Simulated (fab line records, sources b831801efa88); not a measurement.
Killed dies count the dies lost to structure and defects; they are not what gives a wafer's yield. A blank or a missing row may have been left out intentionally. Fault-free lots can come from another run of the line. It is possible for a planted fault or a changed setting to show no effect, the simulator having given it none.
A single fault, viewed from 2 desks -- flow sky130 -- numbers are kept per desk, each desk with only its own; the story behind them comes last

## THE METROLOGY DESK
Means of the sampled wafers that have a number, per lot and without regard to the tool the lot ran on: this is what the gauges read. The brackets show how far a lot's mean lies from the usual mean; more than 4 standard deviations puts the lot out of limits, marked OUT.
Columns: A = GATE_OXIDE_OXIDATION_00_THK at SKY_GATE_OXIDE_THK_MEAS_02, usual 10.28 nm; B = GATE_OXIDE_TW at SKY_GATE_OXIDE_TW_MEAS_14, usual 222.3; C = POLY_GATE_CVD_03_THK at SKY_POLY_GATE_THK_MEAS_04, usual 74.7 nm
lot,first seen here,A,B,C
L152,day 13 01:31,10.51,222.8,74.3
L154,day 13 21:23,10.23,223.8,75.1
L155,day 14 04:37,10.13,222.6,74.6
L157,day 14 16:54,10.11,219.9,73.6
L162,day 16 14:41,10.21,224.2,75.0
L164,day 17 21:46,10.10,221.2,74.9
L168,day 18 12:48,10.21,232.3 (+6.3) OUT,75.1
L169,day 18 17:05,10.41,219.6,74.3
L171,day 19 17:55,10.65,229.1 (+4.2) OUT,75.2
L172,day 19 22:12,10.41,222.9,74.7
L174,day 20 19:08,10.34,222.4,73.8
L175,day 21 00:28,10.43,223.3,75.2
This desk's result: L168, L171 out of limits, first on L168 (GATE_OXIDE_TW at SKY_GATE_OXIDE_TW_MEAS_14), day 19 19:40. Within limits: L152, L154, L155, L157, L162, L164, L169, L172, L174, L175.

## DESK OF THE TOOL OWNER: implanter-02
SKY_GATE_OXIDE_IMPLANT_11, tool's own readings: per-lot mean of the sampled wafers with a number, covering each lot this tool ran. The brackets show how far a lot's mean lies from the usual mean; more than 4 standard deviations puts the lot out of limits, marked OUT.
Columns: A = beam-on-s at SKY_GATE_OXIDE_IMPLANT_11, usual 10.01 s; B = faraday-current-uA at SKY_GATE_OXIDE_IMPLANT_11, usual 14.29
lot,first seen here,A,B
L152,day 14 03:26,10.05,14.22
L154,day 15 00:03,10.00,14.29
L155,day 15 07:32,10.03,14.26
L168,day 19 19:21,11.41 (+7.0) OUT,12.54 (-6.0) OUT
L171,day 20 23:18,11.21 (+6.0) OUT,12.78 (-5.2) OUT
This desk's finding: out of limits on L168, L171; first on L168, day 19 19:21 (beam-on-s at SKY_GATE_OXIDE_IMPLANT_11). Within limits: L152, L154, L155.

## ALL TOGETHER
An alarm could have come from the tool owner's desk at day 19 19:21, on L168, L171.
On L168, L171, the metrology desk was in a position to raise an alarm at day 19 19:40.
Of the lots named, all ran SKY_GATE_OXIDE_IMPLANT_11 on implanter-02.

## WHAT WAS PUT IN BY THE SIMULATOR
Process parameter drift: implanter-02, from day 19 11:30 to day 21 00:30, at SKY_GATE_OXIDE_IMPLANT_11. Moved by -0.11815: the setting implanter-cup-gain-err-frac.
Shown lots that were struck: L168, L171.
Hours from the fault's start to each desk's first reading out of limits: the tool owner's desk, 8; the metrology desk, 8.
